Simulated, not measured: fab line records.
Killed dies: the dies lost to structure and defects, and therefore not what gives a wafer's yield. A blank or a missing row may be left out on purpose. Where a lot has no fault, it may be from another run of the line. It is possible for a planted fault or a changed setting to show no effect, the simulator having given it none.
8D (eight disciplines) problem report, filled in by code | flow sky130 | the parts of the form that need people (team, actions taken, sign-off) are left out

## 1. PROBLEM STATEMENT
On 2 wafers of 1 lot, killed_at_M4_up at SKY_PAD_OPEN_PROBE_99 has a mean of 62.5; fault-free wafers read 3.1, standard deviation 1.7. That puts it +35 standard deviations away from the usual mean.
Seen first at day 47 05:04 on prober-02, wafer L384.3. The record holds 15 wafers of 6 lots with a number at this step. The rule behind "out" and "out of limits": a value lying over 4 standard deviations away from the usual mean. Any other wafer with a number is counted as sound.

## 2. WHAT IT IS AND WHAT IT IS NOT
question                    | is                                                                                                    | is not
which readings at this step | killed_at_M4_up, defect_limited_yield, killed_dies, sort_bin_3_pad_short, sort_n_pass, sort_yield_pct | killed_at_M0_to_M3, killed_at_contacts, killed_at_front_end, killed_open, killed_short, sort_bin_6_memory
which lots                  | L384                                                                                                  | L378, L382, L383, L387, L396
which wafers of those lots  | all that have a number                                                                                | -
read on which tools         | prober-02                                                                                             | prober-01
when                        | from day 47 05:04                                                                                     | up to then (7 sound wafers); but 6 sound wafers of L387, L396 came after

## 3. THE SUSPECTS, EACH WITH WHAT RULES IT OUT
Counting: any tool at a process step up to the reading is kept as a suspect provided that every lot that is out went through it and no sound lot did after the first of them.
- pvd_sputter-01 at SKY_CAP2M_SPUTTER_02 (material TiN, target thk 200 nm, time 166.7 s): kept. It ran the lot that is out, L384 (day 41 08:56), and no sound lot after that; its last sound lot up to then is L378 (day 39 12:41).
- wet_bench-01 at SKY_VIA4_CLEAN_15 (cleans in IPA, time 180 s): kept. It ran the lot that is out, L384 (day 44 09:56), and no sound lot after that; its last sound lot up to then is L383 (day 44 03:02).
- pvd_sputter-02 at SKY_VIA4_SPUTTER_17 (material TiN, target thk 20 nm, time 80 s): ruled out as a lasting fault. The sound lots L387, L396 went through it after L384, its earliest lot that is out (day 44 10:05).
- prober-02 at SKY_PAD_OPEN_PROBE_99: ruled out as a lasting fault. The sound lots L396 went through it after L384, its earliest lot that is out (day 47 05:04).
After counting, pvd_sputter-01 at SKY_CAP2M_SPUTTER_02 and wet_bench-01 at SKY_VIA4_CLEAN_15 remain.

## 4. THE CAUSE (what the simulator had put in)
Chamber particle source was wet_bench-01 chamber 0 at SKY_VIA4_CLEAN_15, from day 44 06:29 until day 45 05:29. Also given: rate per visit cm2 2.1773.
Counting left 2 suspects, and this tool is among them.

## 5. THE EFFECT CHAIN, in route order
Each row: a reading where the mean over the struck wafers with a number is more than 3 standard deviations away from the usual. Readings are gone through only where the record gives a usual standard deviation; hours: the median, over the lots, of the time from a lot's start at the first step in this table giving one to that lot's start at this step; sigmas: the change measured in usual standard deviations.
hours | step                  | reading              | usual  | on struck wafers | change | sigmas
0     | SKY_PAD_OPEN_PROBE_99 | defect_limited_yield | 82.1 % | 71.2             | -10.8  | -5.4
0     | SKY_PAD_OPEN_PROBE_99 | killed_at_M4_up      | 3.1    | 62.5             | +59.4  | +35
0     | SKY_PAD_OPEN_PROBE_99 | killed_dies          | 88     | 142              | +54    | +5.4
0     | SKY_PAD_OPEN_PROBE_99 | killed_on_rim        | 17     | 32               | +14    | +3.7
0     | SKY_PAD_OPEN_PROBE_99 | sort_bin_3_pad_short | 0.8 %  | 5.4              | +4.6   | +11
0     | SKY_PAD_OPEN_PROBE_99 | sort_bin_5_function  | 10.6 % | 17.1             | +6.5   | +4.3
0     | SKY_PAD_OPEN_PROBE_99 | sort_n_pass          | 404    | 350              | -54    | -5.4
0     | SKY_PAD_OPEN_PROBE_99 | sort_yield_pct       | 82.1 % | 71.2             | -10.8  | -5.4
It contains these process steps:
- SKY_PAD_OPEN_PROBE_99

## 6. HOW IT WOULD HAVE BEEN CAUGHT EARLIER
The fault began at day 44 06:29; the first out-of-limits reading in this record came at day 47 05:04, 71 hours later.
By day 47 05:04 the whole set of lots that are out, 1 in number, had already begun SKY_VIA4_CLEAN_15 on wet_bench-01. Tool hold at that time: it would have spared none of them.
